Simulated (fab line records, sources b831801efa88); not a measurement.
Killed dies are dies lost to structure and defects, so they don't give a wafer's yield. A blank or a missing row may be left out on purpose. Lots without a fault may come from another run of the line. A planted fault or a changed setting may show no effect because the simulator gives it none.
fab line records | flow sfq_line
record lots=15 wafers=44 last_day=81
route steps=325 shown M7@293
lots that met no fault: from a run of the same line without faults
start_h: hours from the record's first day to the start of the lot's first wafer shown | wait_h: hours since the lot's step before | " the same as in the row above | L1.1+2: a row that stands for several wafers | - no value, or no start given | * or withheld: withheld | < > ~ a bound
route shown NAME@n: a module of which the file shows steps, and the number in the route of the first | usual: mean/standard deviation of fault-free wafers | same: alike in all rows | chamber/n: place in a boat | sites: the reading at each site | _std_site: their standard deviation | _edge_site: outer sites' mean less inner sites' | radius_mm: how far each site lies from the wafer's centre | mask NAME#n: copy n | behind: the tool/chamber that last shaped the wafer | hold: why the lot was held/for how many hours/how that ended | device: the transistor (n, p or np) that didn't switch | end of line: the same wafers' tests at the end of the route | a step without rows: its recipe alone | killed: dies lost to structure and defects at the first sort, not the wafer's yield | map: a wafer's dies, x killed, . not, _ none there
set.NAME: the setting as run; set.NAME@STEP: as run at that earlier step | model.NAME: the simulator's own value behind a step, which no gauge read
steps of the route over a sample of lots; a table a step, a row a wafer
services: from which hour (start_h, from the record's first day; less than 0 if before it) a tool's chamber was out of use, for how many hours, and why
## steps
# step SFQ_TRILAYER_M7_ETCH_METAL_ETCH_180
# recipe target=Nb stop_on=SiO2 mask_material=PR chemistry=Cl2/Ar target_depth_nm=240 icp_w=600 bias_w=80 pressure_mtorr=10 time_s=120
# usual bias_w=80.00/0.22 drypump_motor_current_A=5.74/0.28 oes_product_au=0.894/0.0078 run_length_s=148.4/0.44
# columns lot.wafer tool chamber start_h wait_h bias_w drypump_motor_current_A oes_product_au rf_hours_counter_h run_length_s
L113.4 rie_metal-04 0 1552.43 0.1 80.19 5.25 0.892 - 148.7
L113.5 " 1 " " 79.85 5.83 0.896 - 148.0
L113.6 " 0 " " 80.18 5.25 0.884 - 148.5
L114.3 rie_metal-04 0 1648.20 0.1 79.86 5.22 0.898 - 148.3
L114.4 " 1 " " 80.03 5.85 0.898 - 148.3
L114.5 " 0 " " 79.92 5.24 0.885 - 148.6
L116.1 rie_metal-04 0 1652.96 0.0 80.08 5.22 0.908 16 148.3
L116.2 " 1 " " 80.11 5.83 0.897 79 147.9
L116.4 " 1 " " 79.93 5.82 0.907 - 148.2
L118.5 rie_metal-01 0 1660.37 0.1 - 5.70 0.915 - 144.9
L118.6 " 1 " " 80.23 5.82 0.898 - 148.7
L120.1 rie_metal-01 0 1662.68 0.0 - 5.72 0.918 89 144.9
L120.3 " 1 " " 79.68 5.81 0.888 - 148.4
L120.6 " 1 " " 79.62 5.81 0.898 - 148.7
L121.2 rie_metal-01 0 1686.68 0.0 - 5.70 0.927 92 145.1
L121.3 " 0 " " - 5.70 0.930 - 144.7
L121.4 " 1 " " 79.87 5.85 0.888 - 149.3
L126.2 rie_metal-04 0 1810.27 0.0 79.76 5.26 0.901 34 148.8
L126.5 " 1 " " 79.68 5.86 0.905 - 148.0
L126.6 " 0 " " 79.76 5.24 0.911 - 148.1
L127.1 rie_metal-03 1 1811.53 0.1 80.19 6.32 0.894 78 147.8
L127.4 " 1 " " 80.22 6.31 0.883 - 148.0
L127.6 " 1 " " 80.29 6.32 0.891 - 148.7
L128.2 rie_metal-01 1 1812.67 0.0 80.04 5.82 0.892 84 148.4
L128.4 " 1 " " 80.43 5.79 0.898 - 148.6
L128.6 " 0 " " 79.89 5.71 0.891 - 148.6
L129.4 rie_metal-01 0 1815.11 0.1 79.70 5.71 0.894 - 148.7
L129.5 " 0 " " 80.36 5.71 0.902 - 148.9
L129.6 " 1 " " 80.10 5.80 0.891 - 149.0
L130.1 rie_metal-01 0 1839.20 0.0 79.99 5.71 0.883 117 148.6
L130.4 " 0 " " 80.01 5.71 0.884 - 148.6
L130.5 " 0 " " 80.21 5.71 0.883 - 148.5
L131.1 rie_metal-03 1 1840.40 0.0 80.01 6.33 0.895 82 148.3
L131.2 " 0 " " 79.95 5.75 0.895 92 147.5
L131.4 " 1 " " 79.93 6.34 0.900 - 148.0
L132.2 rie_metal-04 1 1844.00 0.0 80.06 5.84 0.901 107 148.0
L132.3 " 0 " " 79.89 5.22 0.904 - 148.3
L132.5 " 1 " " 79.85 5.84 0.905 - 147.9
L135.3 rie_metal-01 1 1860.84 0.1 79.77 5.82 0.899 - 148.5
L135.5 " 1 " " 80.00 5.78 0.893 - 148.4
L135.6 " 0 " " 80.07 5.72 0.896 - 149.0
L136.2 rie_metal-04 0 1862.00 0.0 80.64 5.22 0.893 42 148.1
L136.3 " 0 " " 80.18 5.20 0.896 - 148.3
L136.6 " 1 " " 79.95 5.82 0.888 - 147.8
## services
# columns tool chamber start_h hours kind
rie_metal-03 - 1540.31 0.3 repair
rie_metal-01 - 1611.24 4.3 pm
rie_metal-04 - 1684.78 4.3 pm
rie_metal-01 1 1688.84 26.0 repair
rie_metal-03 0 1721.10 15.2 repair
rie_metal-03 - 1730.47 0.7 repair
rie_metal-04 0 1766.39 15.0 repair
rie_metal-03 1 1775.04 10.2 repair
rie_metal-03 0 1798.78 15.3 repair
rie_metal-04 - 1825.67 1.4 pm
rie_metal-03 - 1839.02 0.4 repair
rie_metal-03 1 1842.13 19.4 repair
rie_metal-04 - 1845.34 1.2 repair
## key
first_sign step=SFQ_TRILAYER_M7_ETCH_METAL_ETCH_180 reading=run_length_s direction=down sigmas=7.9 usual=* struck=*
effect step=SFQ_TRILAYER_M7_ETCH_METAL_ETCH_180 reading=oes_product_au direction=up sigmas=3.6 usual=0.894 struck=0.922
met_at SFQ_TRILAYER_M7_ETCH_METAL_ETCH_180
struck_lots L118,L120,L121
struck_wafers L118.5,L120.1,L121.2,L121.3
fault kind=process_parameter_drift tool=rie_metal-01 chamber=0 onset_h=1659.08 steps=SFQ_TRILAYER_M7_ETCH_METAL_ETCH_180 channel=time_s offset=* shape=step end_h=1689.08 acts_in=* stated=*
